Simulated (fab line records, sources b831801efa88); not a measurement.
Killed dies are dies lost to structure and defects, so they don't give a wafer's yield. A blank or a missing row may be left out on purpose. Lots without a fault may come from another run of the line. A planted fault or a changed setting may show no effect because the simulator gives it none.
Problem report in the 8D (eight disciplines) form, filled by code | flow gf180mcu | the parts of the form that need people (team, actions taken, sign-off) are left out

1. THE PROBLEM
V1_W_RS at GF_V1_RS_MEAS_24 reads a mean of 0.214 ohm/sq on 1 wafer of 1 lot; wafers without a fault read 0.326 ohm/sq with a standard deviation of 0.0031. That is -36 standard deviations from the usual mean.
The step: measures by four-point-probe.
First seen on wafer L953.5, day 23 07:23, on film_metro-03. The record holds 29 wafers of 10 lots with a number at this step. Rule for "out", or "out of limits": more than 4 standard deviations from the usual mean. The other wafers with a number count as sound.

2. WHAT IT IS AND WHAT IT IS NOT
question                    | is                | is not
which readings at this step | V1_W_RS           | -
which lots                  | L953              | L941, L942, L943, L944, L947, L958, L962, L963, L964
which wafers of those lots  | L953.5            | L953.2
read on which gauges        | film_metro-03     | film_metro-01, film_metro-04
when                        | from day 23 07:23 | up to then (16 sound wafers); but 12 sound wafers of L958, L962, L963, L964 came after

3. SUSPECTS, AND WHAT RULES EACH OUT
Counting: a tool at a process step up to the reading stays a suspect if it ran every lot that is out. Sound lots after the first of them don't rule it out here, since some wafers of a struck lot are sound.
- the gauge at GF_V1_RS_MEAS_24: ruled out. All the wafers that are out were read on film_metro-03, but those of them that GF_V1_CMP_26 has rows for are out there too, on other tools.
- cvd_w-01 at GF_V1_CVD_23 (deposits W, target thk 350 nm, time 105.05 s): kept. It ran the lot that is out, L953 (day 23 07:15); its last sound lot up to then is L947 (day 20 23:50).
- Within cvd_w-01 at GF_V1_CVD_23: the wafers that are out ran in chamber 0; their sound lot-mates ran in chamber 1.
Left after counting: cvd_w-01 at GF_V1_CVD_23.

4. THE CAUSE (what the simulator had put in)
Process parameter drift: cvd_w-01, from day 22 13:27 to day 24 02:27, at GF_V1_CVD_23. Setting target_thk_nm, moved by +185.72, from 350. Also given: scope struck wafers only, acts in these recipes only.
Counting left only this tool.

5. THE CHAIN OF EFFECTS, in route order
Each row: a reading whose mean over the struck wafers that have a number lies more than 3 standard deviations from the usual. Only readings for which the record gives a usual standard deviation are gone through. hours: the time from each lot's start at the first step in this table that gives one to its start at this step, as a median over the lots. sigmas: the change in usual standard deviations.
hours | step              | reading            | usual        | on struck wafers | change | sigmas
0     | GF_V1_RS_MEAS_24  | V1_W_RS            | 0.326 ohm/sq | 0.214            | -0.112 | -36
5     | GF_V1_THK_MEAS_25 | V1_W_THK           | 357 nm       | 549              | +192   | +39
11    | GF_V1_CMP_26      | time_to_endpoint_s | 86 s         | 135              | +49    | +16
The process steps in it:
- GF_V1_CMP_26: polishes, stops on SiO2, t overpolish 15 s, target thk 0 nm.
Later measuring or inspecting steps at which every struck wafer that the step has a row for has a number for every such reading, and none has moved that far: GF_M2_THK_MEAS_06.

6. WHAT WOULD HAVE CAUGHT IT SOONER
In this record the first reading out of limits at a measuring or inspecting step was taken at day 23 07:23, 18 hours after the fault began at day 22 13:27.
Of the tool readings at GF_V1_CVD_23 for which the record gives a usual standard deviation, none was out on any struck wafer, so an alarm limit of 4 standard deviations on them would not have fired.
All the lots that are out (1) had begun GF_V1_CVD_23 on cvd_w-01 by day 23 07:23. A hold on the tool at that time would have spared none of them.
